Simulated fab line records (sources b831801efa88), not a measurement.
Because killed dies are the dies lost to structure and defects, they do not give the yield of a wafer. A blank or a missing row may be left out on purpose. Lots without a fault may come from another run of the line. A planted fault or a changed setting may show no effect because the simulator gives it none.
Problem report in the 8D (eight disciplines) form, filled by code ; flow sky130 ; the parts of the form that need people (team, actions taken, sign-off) are left out

1. THE ISSUE
VIA2_W_RS at SKY_VIA2_RS_MEAS_22 reads a mean of 0.409 ohm/sq on 2 wafers of 2 lots; wafers without a fault read 0.272 ohm/sq with a standard deviation of 0.0043. Relative to the usual mean, that is a shift of +32 standard deviations.
The step: measures by four-point-probe.
Seen first at day 39 16:11 on film_metro-03, wafer L648.6. The record has a number at this step for 31 wafers belonging to 11 lots. Rule for "out", or "out of limits": more than 4 standard deviations from the usual mean. The rest of the wafers with a number are treated as sound.

2. WHAT IT IS AND WHAT IT IS NOT
question;is;is not
which readings at this step;VIA2_W_RS;-
which lots;L648, L652;L638, L642, L644, L645, L646, L651, L658, L660, L661
which wafers of those lots;L648.6, L652.3;L648.2, L652.2
read on which gauges;film_metro-03;film_metro-01, film_metro-04
when;from day 39 16:11;"up to then (16 sound wafers); but 13 sound wafers of L651, L652, L658, L660, L661 came after"

3. WHAT RULES OUT EACH SUSPECT
Counting: a tool at a process step up to the reading stays a suspect if it ran every lot that is out. Sound lots after the first of them don't rule it out here, since some wafers of a struck lot are sound.
- the gauge at SKY_VIA2_RS_MEAS_22 has been ruled out. All the wafers that are out were read on film_metro-03, but those of them that SKY_VIA2_CMP_24 has rows for are out there too, on other tools.
- cvd_w-01 at SKY_VIA2_CVD_21 (deposits W, target thk 420 nm, time 126.4 s): kept. Every lot that is out went through it, the first being L648 (day 39 16:02); the last sound lot it ran before that was L646 (day 38 23:32).
- At SKY_VIA2_CVD_21 on cvd_w-01, chamber 1 took the sound wafers of the same lots and chamber 0 took the wafers that are out.
Left after counting: cvd_w-01 at SKY_VIA2_CVD_21.

4. THE CAUSE (what the simulator had put in)
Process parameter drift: cvd_w-01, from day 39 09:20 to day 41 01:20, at SKY_VIA2_CVD_21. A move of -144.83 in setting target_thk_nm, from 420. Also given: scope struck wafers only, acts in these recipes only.
Only this tool survived the counting.

5. THE CHAIN OF EFFECTS, in route order
Each row: a reading where the mean over the struck wafers with a number is more than 3 standard deviations away from the usual. Readings are gone through only where the record gives a usual standard deviation; hours: the median, over the lots, of the time from a lot's start at the first step in this table giving one to that lot's start at this step; sigmas: the change measured in usual standard deviations.
hours;step;reading;usual;on struck wafers;change;sigmas
0;SKY_VIA2_RS_MEAS_22;VIA2_W_RS;0.272 ohm/sq;0.409;+0.137;+32
3;SKY_VIA2_THK_MEAS_23;VIA2_W_THK;413 nm;279;-134;-19
7;SKY_VIA2_CMP_24;time_to_endpoint_s;101 s;72;-28;-7.9
Process steps it contains:
- SKY_VIA2_CMP_24: polishes, stops on SiO2, t overpolish 20 s, target thk 0 nm.

6. HOW IT WOULD HAVE BEEN CAUGHT EARLIER
Counted from the fault's start at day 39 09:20, it took 7 hours until the first out-of-limits reading at a measuring or inspecting step in this record, taken at day 39 16:11.
An alarm limit of 4 standard deviations would not have fired on the tool readings at SKY_VIA2_CVD_21 for which the record gives a usual standard deviation, since none of them was out on any struck wafer.
Lots out: 2; of these, L652 started SKY_VIA2_CVD_21 on cvd_w-01 after day 39 16:11. Had the tool been put on hold then, it would have been spared.
